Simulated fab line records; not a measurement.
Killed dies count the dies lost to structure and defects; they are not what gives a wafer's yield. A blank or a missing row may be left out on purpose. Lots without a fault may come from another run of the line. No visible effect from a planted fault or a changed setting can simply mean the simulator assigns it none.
fab line records    flow sky130
record lots=14  wafers=42  lastDay=50
route steps=708 shown METAL2@500 VIA2@510 METAL3@560
lots that met no fault: from a run of the same line without faults
startH: hours from the record's first day to the start of the lot's first wafer shown    waitH: how many hours have passed since the lot's step before this one    " unchanged from the row above    L1.1+2: a single row standing in for several wafers    - either no value or no given start    * or withheld: withheld    < > ~ a bound
route shown NAME@n: NAME is a module with steps in the file, n the number in the route of the first one    usual: mean and standard deviation over wafers with no fault    same: alike in all rows    chamber/n: place in a boat    sites: the reading at each site    _std_site: how widely they spread, as a standard deviation    _edge_site: inner sites' mean taken away from outer sites' mean    radiusMm: how far each site lies from the wafer's centre    mask NAME#n: copy n    behind: the last tool/chamber to shape the wafer    hold: what put the lot on hold/how long, in hours/how the hold closed    device: transistor that didn't switch, given as n, p or np    end of line: the tests these same wafers got at the end of their route    a step given without rows: its recipe and nothing more    killed: the dies lost at the first sort to structure and to defects; this is not the yield of the wafer    map: dies across one wafer; x = killed, . = not, _ = none there
set.NAME: the setting as run; set.NAME@STEP: as run at that earlier step    model.NAME: the simulator's own value behind a step, which no gauge read
a sample of lots followed through the steps of the route, with each step as a table and each wafer as a row
services: a tool's chamber out of use, with start hour (startH, from the record's first day; less than 0 if before it), hours out, and reason
## steps
# step SKY_METAL2_DESCUM_17
# recipe chemistry=O2  sourcePowerW=150  biasPowerW=0  pressureMtorr=10  tempC=40  timeS=8
# usual drypumpMotorCurrentA=5.7/0.59  oesProductAu=1.001/0.011
lot.wafer  tool         chamber  startH  waitH  drypumpMotorCurrentA  oesProductAu  rfHoursCounterH
L711.2     rieMetal-03  0        810.60  0.0    6.5                   0.995         2
L711.4     "            1        "       "      6.0                   1.003         -
L711.5     "            0        "       "      6.5                   0.993         -
L713.4     rieMetal-03  0        849.58  0.0    6.5                   1.000         -
L713.5     "            0        "       "      6.5                   1.002         -
L713.6     "            0        "       "      6.5                   1.011         -
L714.1     rieMetal-01  1        882.15  0.0    5.8                   0.987         1
L714.4     "            1        "       "      5.8                   0.981         -
L714.6     "            0        "       "      4.9                   0.999         -
L715.1     rieMetal-03  1        883.75  0.0    6.0                   0.986         0
L715.3     "            0        "       "      6.5                   1.002         -
L715.6     "            0        "       "      6.5                   0.999         -
L716.1     rieMetal-03  1        890.80  0.0    6.0                   0.994         1
L716.4     "            0        "       "      6.5                   1.002         -
L716.6     "            0        "       "      6.5                   1.011         -
L718.2     rieMetal-01  1        897.80  0.0    5.8                   0.995         1
L718.5     "            1        "       "      5.8                   0.991         -
L718.6     "            0        "       "      4.9                   0.987         -
L717.2     rieMetal-01  0        899.95  0.0    4.9                   0.996         13
L717.3     "            1        "       "      5.8                   0.988         -
L717.5     "            1        "       "      5.8                   0.989         -
L719.1     rieMetal-03  0        900.30  0.0    6.5                   0.994         6
L719.2     "            1        "       "      6.0                   0.988         1
L719.5     "            1        "       "      6.0                   0.981         -
L720.1     rieMetal-01  1        901.80  0.0    5.8                   1.005         2
L720.3     "            1        "       "      5.7                   1.002         -
L720.4     "            0        "       "      4.9                   0.999         -
L729.2     rieMetal-03  0        968.86  0.0    6.5                   1.009         9
L729.4     "            1        "       "      6.0                   0.990         -
L729.6     "            1        "       "      6.0                   0.980         -
L730.1     rieMetal-01  0        971.45  0.0    4.9                   0.996         17
L730.3     "            1        "       "      5.8                   0.996         -
L730.5     "            1        "       "      5.8                   0.989         -
L732.2     rieMetal-01  1        979.05  0.0    5.8                   0.989         6
L732.4     "            1        "       "      5.8                   0.993         -
L732.5     "            0        "       "      4.9                   1.001         -
L731.3     rieMetal-01  1        983.71  0.0    5.8                   1.000         -
L731.4     "            0        "       "      4.9                   1.006         -
L731.5     "            0        "       "      4.9                   1.002         -
L733.1     rieMetal-01  1        988.65  0.0    5.8                   0.996         6
L733.3     "            0        "       "      4.9                   1.001         -
L733.6     "            1        "       "      5.8                   0.998         -
# step SKY_VIA2_BOW_MEAS_03
# recipe mode=bow
# usual VIA2_BOW=85/7.7
lot.wafer  tool          chamber  startH  waitH  VIA2_BOW[um]
L711.2     filmMetro-04  -        811.91  0.1    87
L711.4     "             -        "       "      74
L711.5     "             -        "       "      74
L713.4     filmMetro-02  -        851.16  0.2    74
L713.5     "             -        "       "      74
L713.6     "             -        "       "      86
L714.1     filmMetro-02  -        883.46  0.2    63
L714.4     "             -        "       "      77
L714.6     "             -        "       "      86
L715.1     filmMetro-03  -        885.37  0.2    90
L715.3     "             -        "       "      111
L715.6     "             -        "       "      97
L716.1     filmMetro-04  -        892.11  0.1    76
L716.4     "             -        "       "      75
L716.6     "             -        "       "      82
L718.2     filmMetro-02  -        899.08  0.3    90
L718.5     "             -        "       "      74
L718.6     "             -        "       "      98
L717.2     filmMetro-02  -        901.24  0.2    86
L717.3     "             -        "       "      88
L717.5     "             -        "       "      85
L719.1     filmMetro-04  -        901.57  0.1    88
L719.2     "             -        "       "      85
L719.5     "             -        "       "      88
L720.1     filmMetro-02  -        903.06  0.1    89
L720.3     "             -        "       "      89
L720.4     "             -        "       "      78
L729.2     filmMetro-02  -        970.15  0.1    77
L729.4     "             -        "       "      90
L729.6     "             -        "       "      84
L730.1     filmMetro-03  -        972.71  0.1    94
L730.3     "             -        "       "      81
L730.5     "             -        "       "      83
L732.2     filmMetro-02  -        980.34  0.1    80
L732.4     "             -        "       "      90
L732.5     "             -        "       "      72
L731.3     filmMetro-03  -        985.29  0.3    76
L731.4     "             -        "       "      82
L731.5     "             -        "       "      84
L733.1     filmMetro-02  -        990.20  0.2    73
L733.3     "             -        "       "      79
L733.6     "             -        "       "      82
# step SKY_VIA2_STRIP_16
# recipe chemistry=O2/N2  powerW=1400  pressureMtorr=1500  platenTempC=withheld  o2FlowSccm=3000  n2FlowSccm=300  overashFraction=0.5
# usual drypumpMotorCurrentA=5.76/0.25  n2FlowSccm=300.0/0.91  oesProductAu=0.398/0.005  stripTimeToEndpointS=4.038/0.028
# same overashFraction=0.5
lot.wafer  tool            chamber  startH   waitH  drypumpMotorCurrentA  n2FlowSccm  oesProductAu  rfHoursCounterH  stripTimeToEndpointS
L711.2     plasmaAsher-01  0        838.72   0.0    5.27                  299.0       0.407         9                4.063
L711.4     "               0        "        "      5.24                  299.0       0.399         -                4.051
L711.5     "               0        "        "      5.25                  298.8       0.393         -                4.073
L713.4     plasmaAsher-01  0        877.30   0.0    5.25                  298.9       0.399         -                4.074
L713.5     "               1        "        "      5.49                  299.2       0.405         -                4.074
L713.6     "               0        "        "      5.24                  299.7       0.401         -                4.079
L714.1     plasmaAsher-04  0        909.10   0.0    5.82                  301.6       0.400         79               4.008
L714.4     "               0        "        "      5.84                  299.1       0.391         -                3.973
L714.6     "               0        "        "      5.85                  300.8       0.398         -                4.010
L715.1     plasmaAsher-03  0        911.20   0.0    5.79                  300.0       0.392         49               4.075
L715.3     "               1        "        "      6.15                  300.5       0.407         -                4.106
L715.6     "               0        "        "      5.81                  299.6       0.398         -                4.107
L716.1     plasmaAsher-01  1        918.27   0.0    5.45                  300.2       0.400         18               4.081
L716.4     "               1        "        "      5.48                  301.2       0.401         -                4.015
L716.6     "               1        "        "      5.47                  300.4       0.394         -                3.998
L718.2     plasmaAsher-03  0        923.45   0.0    5.83                  299.9       0.399         50               3.991
L718.5     "               1        "        "      6.20                  300.5       0.398         -                4.019
L718.6     "               0        "        "      5.83                  300.1       0.405         -                3.982
L717.2     plasmaAsher-04  0        926.45   0.1    5.87                  300.3       0.405         80               4.039
L717.3     "               1        "        "      5.73                  300.3       0.386         -                4.014
L717.5     "               1        "        "      5.71                  301.1       0.407         -                4.032
L719.1     plasmaAsher-03  1        926.75   0.0    6.21                  299.4       0.403         50               4.069
L719.2     "               0        "        "      5.85                  299.2       0.399         50               4.056
L719.5     "               1        "        "      6.18                  299.5       0.402         -                4.034
L720.1     plasmaAsher-04  1        928.10   0.1    5.71                  300.8       0.390         81               3.973
L720.3     "               0        "        "      5.83                  300.4       0.399         -                3.988
L720.4     "               1        "        "      5.72                  297.5       0.390         -                4.000
L729.2     plasmaAsher-01  1        994.10   0.0    5.48                  299.1       0.394         24               4.076
L729.4     "               1        "        "      5.46                  300.9       0.403         -                4.021
L729.6     "               0        "        "      5.27                  301.4       0.392         -                4.050
L730.1     plasmaAsher-04  0        995.82   0.0    5.85                  299.8       0.395         88               4.055
L730.3     "               0        "        "      5.84                  300.8       0.399         -                4.059
L730.5     "               1        "        "      5.74                  298.3       0.399         -                4.025
L732.2     plasmaAsher-04  0        1003.77  0.0    5.86                  301.6       0.400         88               4.008
L732.4     "               0        "        "      5.85                  300.6       0.397         -                4.036
L732.5     "               0        "        "      5.84                  301.0       0.395         -                4.027
L731.3     plasmaAsher-04  0        1007.94  0.1    5.82                  301.0       0.398         -                4.027
L731.4     "               1        "        "      5.72                  300.1       0.395         -                4.036
L731.5     "               1        "        "      5.70                  300.7       0.400         -                4.038
L733.1     plasmaAsher-03  1        1012.87  0.0    6.20                  300.1       0.400         59               4.018
L733.3     "               1        "        "      6.19                  299.6       0.395         -                4.046
L733.6     "               0        "        "      5.82                  300.5       0.389         -                4.045
# step SKY_METAL3_EXPOSE_10
# recipe maskId=MM3  na=0.68  sourceShape=annular  sigmaInner=0.4  sigmaOuter=0.8  targetCdNm=300  doseMj=28
# usual exposureDoseMJCm2=27.924/0.025  focusOffsetNm=0.0/0.48
lot.wafer  tool           chamber  startH   waitH  mask   exposureDoseMJCm2  focusOffsetNm
L711.2     krfScanner-02  0        880.35   -      MM3#0  27.897             -0.2
L711.4     "              0        "        "      MM3#0  27.905             -0.5
L711.5     "              0        "        "      MM3#0  27.901             0.2
L713.4     krfScanner-02  0        917.98   -      MM3#0  27.918             0.3
L713.5     "              0        "        "      MM3#0  27.978             -0.1
L713.6     "              0        "        "      MM3#0  27.893             0.2
L714.1     krfScanner-02  0        948.69   -      MM3#0  27.893             -0.4
L714.4     "              0        "        "      MM3#0  27.935             0.0
L714.6     "              0        "        "      MM3#0  27.926             -0.2
L715.1     krfScanner-01  0        950.36   -      MM3#0  27.897             0.4
L715.3     "              0        "        "      MM3#0  27.901             0.0
L715.6     "              0        "        "      MM3#0  27.965             0.6
L716.1     krfScanner-02  0        956.01   -      MM3#0  27.945             -0.3
L716.4     "              0        "        "      MM3#0  27.945             -0.5
L716.6     "              0        "        "      MM3#0  27.890             0.0
L718.2     krfScanner-01  0        961.49   -      MM3#0  27.901             -0.8
L718.5     "              0        "        "      MM3#0  27.903             -0.8
L718.6     "              0        "        "      MM3#0  27.916             0.5
L717.2     krfScanner-02  0        965.99   -      MM3#0  27.976             0.0
L717.3     "              0        "        "      MM3#0  27.934             0.1
L717.5     "              0        "        "      MM3#0  27.967             -0.6
L719.1     krfScanner-01  -        966.21   -      MM3#0  -                  -
L719.2     "              -        "        "      MM3#0  -                  -
L719.5     "              -        "        "      MM3#0  -                  -
L720.1     krfScanner-02  -        966.45   -      MM3#0  -                  -
L720.3     "              -        "        "      MM3#0  -                  -
L720.4     "              -        "        "      MM3#0  -                  -
L729.2     krfScanner-02  0        1029.41  -      MM3#0  27.887             0.5
L729.4     "              0        "        "      MM3#0  27.911             0.6
L729.6     "              0        "        "      MM3#0  27.909             -0.1
L730.1     krfScanner-01  0        1030.97  -      MM3#0  27.908             0.4
L730.3     "              0        "        "      MM3#0  27.934             0.1
L730.5     "              0        "        "      MM3#0  27.943             0.8
L732.2     krfScanner-01  0        1039.87  -      MM3#0  27.916             0.3
L732.4     "              0        "        "      MM3#0  27.922             -0.9
L732.5     "              0        "        "      MM3#0  27.947             0.4
L731.3     krfScanner-02  0        1044.51  -      MM3#0  27.945             0.0
L731.4     "              0        "        "      MM3#0  27.981             0.4
L731.5     "              0        "        "      MM3#0  27.939             0.1
L733.1     krfScanner-02  0        1048.69  -      MM3#0  27.984             0.1
L733.3     "              0        "        "      MM3#0  27.936             -0.2
L733.6     "              0        "        "      MM3#0  27.905             -0.2
## services
tool            chamber  startH   hours  kind
krfScanner-02   -        796.94   0.4    repair
krfScanner-01   -        817.31   1.0    pm
krfScanner-02   -        834.07   1.0    pm
krfScanner-01   -        840.35   0.8    pm
krfScanner-02   -        845.53   0.8    pm
rieMetal-03     -        862.05   0.9    repair
krfScanner-01   -        866.56   5.3    repair
rieMetal-03     -        869.71   2.8    pm
krfScanner-01   -        876.09   3.6    pm
plasmaAsher-03  -        881.48   0.7    repair
krfScanner-01   -        882.98   4.4    pm
rieMetal-03     -        893.56   0.4    repair
krfScanner-02   -        897.92   1.3    pm
krfScanner-01   -        942.09   1.3    pm
krfScanner-02   -        973.87   3.0    pm
krfScanner-01   -        974.44   3.4    repair
krfScanner-01   -        986.35   1.0    pm
krfScanner-01   -        993.43   0.6    repair
krfScanner-02   -        1003.07  1.0    pm
rieMetal-01     -        1003.60  1.4    pm
krfScanner-01   -        1009.15  0.8    pm
krfScanner-02   -        1014.43  0.8    pm
rieMetal-03     0        1019.29  14.3   repair
rieMetal-03     1        1039.80  2.1    repair
## key
firstSign step=SKY_METAL3_EXPOSE_10  reading=toolRecord  direction=missing
effect none on later readings
metAt SKY_METAL3_EXPOSE_10
struckLots L719,L720
laterRowsLeftOut L719.1,L719.2,L719.5,L720.1,L720.3,L720.4
sortLeftOut L719.1,L719.2,L719.5,L720.1,L720.3,L720.4
notActingAt SKY_METAL2_DESCUM_17,SKY_VIA2_BOW_MEAS_03,SKY_VIA2_STRIP_16
onsetBetween 965.99 966.21
fault kind=skippedStepWhole  tool=krfScanner-01,krfScanner-02  chamber=-  onsetH=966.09  steps=SKY_METAL3_EXPOSE_10  scope=struckLotsOnly
# sortLeftOut: the simulated sort isn't trusted on such a fault, so these wafers' sort isn't shown, and their yield isn't known
# laterRowsLeftOut: the simulator's readings of these wafers behind a module that went badly wrong aren't trusted and aren't shown, but for the sort
